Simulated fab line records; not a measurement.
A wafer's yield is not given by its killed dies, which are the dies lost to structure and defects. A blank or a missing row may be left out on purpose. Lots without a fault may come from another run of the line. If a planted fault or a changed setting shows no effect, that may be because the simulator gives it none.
Split-lot trial / flow sky130 / 23 wafers read across 5 lots, on a route 708 steps long

## THE SPLIT ITSELF
At SKY_CAP2M_METAL_ETCH_13 (etches TiN in Cl2/BCl3, stops on SiO2, target depth 220 nm, time 62.9 s), the setting time-s was moved away from the recipe's 62.9 s on 5 of the 23 wafers read, by +5.8% to +10.1%. All remaining wafers had this setting at the recipe value.

## FROM THE SPLIT TO THE READING: what the file shows between them, 4 steps
- SKY_METAL4_DEVELOP_12: develop time 60 s (also split here: dev-temp-c)
- SKY_METAL4_CD_MEAS_13: target cd 300 nm
- SKY_METAL4_DESCUM_15: chemistry O2, time 8 s
- SKY_METAL4_ETCH_16: etches BARC in N2/H2, stops on SiO2, time 88.2 s, target depth 60 nm

## THE READING
oes-product-au, in a.u., at SKY_METAL4_ETCH_17 (etches SiO2 in C4F8/O2/Ar, stops on TiN, time 3.9 s, target depth 15 nm). On this fab line, fault-free wafers typically give 0.752 a.u. with a standard deviation of 0.0078 a.u.

wafer=L077.2; tool, chamber at the split=rie-metal-03, 0; time-s as run, s=62.9; against the recipe=recipe; oes-product-au, a.u.=0.753; against lot-mates on the recipe=-
wafer=L077.3; tool, chamber at the split=rie-metal-03, 1; time-s as run, s=62.9; against the recipe=recipe; oes-product-au, a.u.=0.752; against lot-mates on the recipe=-
wafer=L077.5; tool, chamber at the split=rie-metal-03, 1; time-s as run, s=62.9; against the recipe=recipe; oes-product-au, a.u.=0.754; against lot-mates on the recipe=-
wafer=L080.1; tool, chamber at the split=rie-metal-04, 1; time-s as run, s=62.9; against the recipe=recipe; oes-product-au, a.u.=0.749; against lot-mates on the recipe=-
wafer=L080.2; tool, chamber at the split=rie-metal-04, 0; time-s as run, s=62.9; against the recipe=recipe; oes-product-au, a.u.=0.741; against lot-mates on the recipe=-
wafer=L080.3; tool, chamber at the split=rie-metal-04, 0; time-s as run, s=66.56; against the recipe=+5.8%; oes-product-au, a.u.=0.703; against lot-mates on the recipe=-0.044
wafer=L080.5; tool, chamber at the split=rie-metal-04, 0; time-s as run, s=66.56; against the recipe=+5.8%; oes-product-au, a.u.=0.720; against lot-mates on the recipe=-0.027
wafer=L080.6; tool, chamber at the split=rie-metal-04, 1; time-s as run, s=62.9; against the recipe=recipe; oes-product-au, a.u.=0.752; against lot-mates on the recipe=-
wafer=L082.2; tool, chamber at the split=rie-metal-02, 0; time-s as run, s=69.28; against the recipe=+10.1%; oes-product-au, a.u.=0.690; against lot-mates on the recipe=-0.066
wafer=L082.3; tool, chamber at the split=rie-metal-02, 1; time-s as run, s=69.28; against the recipe=+10.1%; oes-product-au, a.u.=0.688; against lot-mates on the recipe=-0.068
wafer=L082.4; tool, chamber at the split=rie-metal-02, 0; time-s as run, s=62.9; against the recipe=recipe; oes-product-au, a.u.=0.758; against lot-mates on the recipe=-
wafer=L082.5; tool, chamber at the split=rie-metal-02, 0; time-s as run, s=69.28; against the recipe=+10.1%; oes-product-au, a.u.=0.701; against lot-mates on the recipe=-0.055
wafer=L082.6; tool, chamber at the split=rie-metal-02, 1; time-s as run, s=62.9; against the recipe=recipe; oes-product-au, a.u.=0.754; against lot-mates on the recipe=-
wafer=L081.1; tool, chamber at the split=rie-metal-03, 1; time-s as run, s=62.9; against the recipe=recipe; oes-product-au, a.u.=0.741; against lot-mates on the recipe=-
wafer=L081.2; tool, chamber at the split=rie-metal-03, 0,1; time-s as run, s=62.9; against the recipe=recipe; oes-product-au, a.u.=0.744; against lot-mates on the recipe=-
wafer=L081.3; tool, chamber at the split=rie-metal-03, 0,1; time-s as run, s=62.9; against the recipe=recipe; oes-product-au, a.u.=0.746; against lot-mates on the recipe=-
wafer=L081.4; tool, chamber at the split=rie-metal-03, 0; time-s as run, s=62.9; against the recipe=recipe; oes-product-au, a.u.=0.765; against lot-mates on the recipe=-
wafer=L081.5; tool, chamber at the split=rie-metal-03, 1; time-s as run, s=62.9; against the recipe=recipe; oes-product-au, a.u.=0.758; against lot-mates on the recipe=-
wafer=L084.1; tool, chamber at the split=rie-metal-03, 1; time-s as run, s=62.9; against the recipe=recipe; oes-product-au, a.u.=0.759; against lot-mates on the recipe=-
wafer=L084.2; tool, chamber at the split=rie-metal-03, 0; time-s as run, s=62.9; against the recipe=recipe; oes-product-au, a.u.=0.760; against lot-mates on the recipe=-
wafer=L084.4; tool, chamber at the split=rie-metal-03, 0; time-s as run, s=62.9; against the recipe=recipe; oes-product-au, a.u.=0.756; against lot-mates on the recipe=-
wafer=L084.5; tool, chamber at the split=rie-metal-03, 0; time-s as run, s=62.9; against the recipe=recipe; oes-product-au, a.u.=0.755; against lot-mates on the recipe=-
wafer=L084.6; tool, chamber at the split=rie-metal-03, 1; time-s as run, s=62.9; against the recipe=recipe; oes-product-au, a.u.=0.763; against lot-mates on the recipe=-
Rows listing several chambers each stand for several wafers; the file does not say which wafer went through which chamber.

THE FIT
A straight line over all 23 wafers: oes-product-au changes by -0.00614 a.u. for each +1% of time-s; r = -0.95; the points scatter about the line by 0.0074 a.u.
The same after taking each lot's own level away (the mean of its wafers on the recipe; 23 wafers): -0.0062 a.u. for each +1%; r = -0.97; scatter 0.0061 a.u.
According to that fit, moving time-s by its largest amount changes the reading by 0.063 a.u.
The span of the lots' own levels, 0.7473 to 0.7586 a.u., comes to 1.4 times the standard deviation stated above.
So the lot-to-lot level changes the slope little: the two slopes agree.
Check: with one of the wafers moved furthest among these (+10.1%) left out of the fit, the line predicts -0.0617 a.u. for it against its lot-mates. It came out at -0.066 a.u. against them.

## THESE WAFERS: OTHER SPLITS
These wafers also went through other splits before the reading. Each is held against what the fit with the lots' levels taken away leaves over:
other split on the same wafers=SKY_CAP2M_SOFTBAKE_08 temp-c; wafers away from the commonest value=9; r with oes-product-au (lot level and that fit taken away)=-0.20
other split on the same wafers=SKY_METAL4_DEVELOP_12 dev-temp-c; wafers away from the commonest value=10; r with oes-product-au (lot level and that fit taken away)=-0.14

## THE WHOLE CHAIN: every reading that the file lists as answering this split, in the file's order
step=SKY_CAP2M_METAL_ETCH_13; what it does=etches TiN in Cl2/BCl3, stops on SiO2, target depth 220 nm, time 62.9 s; reading=SiO2_of_CAP2M_CVD_00.thk-nm (the simulator's own value, which no gauge read); change (the file's fit)=-0.233 nm for each +1% of the setting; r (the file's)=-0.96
step=SKY_METAL4_ETCH_17; what it does=etches SiO2 in C4F8/O2/Ar, stops on TiN, time 3.9 s, target depth 15 nm; reading=oes-product-au; change (the file's fit)=-0.00619 a.u. for each +1% of the setting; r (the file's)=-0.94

## FILE'S OWN FIT
oes-product-au changes by -0.00619 a.u. for each +1% of time-s, r = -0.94.
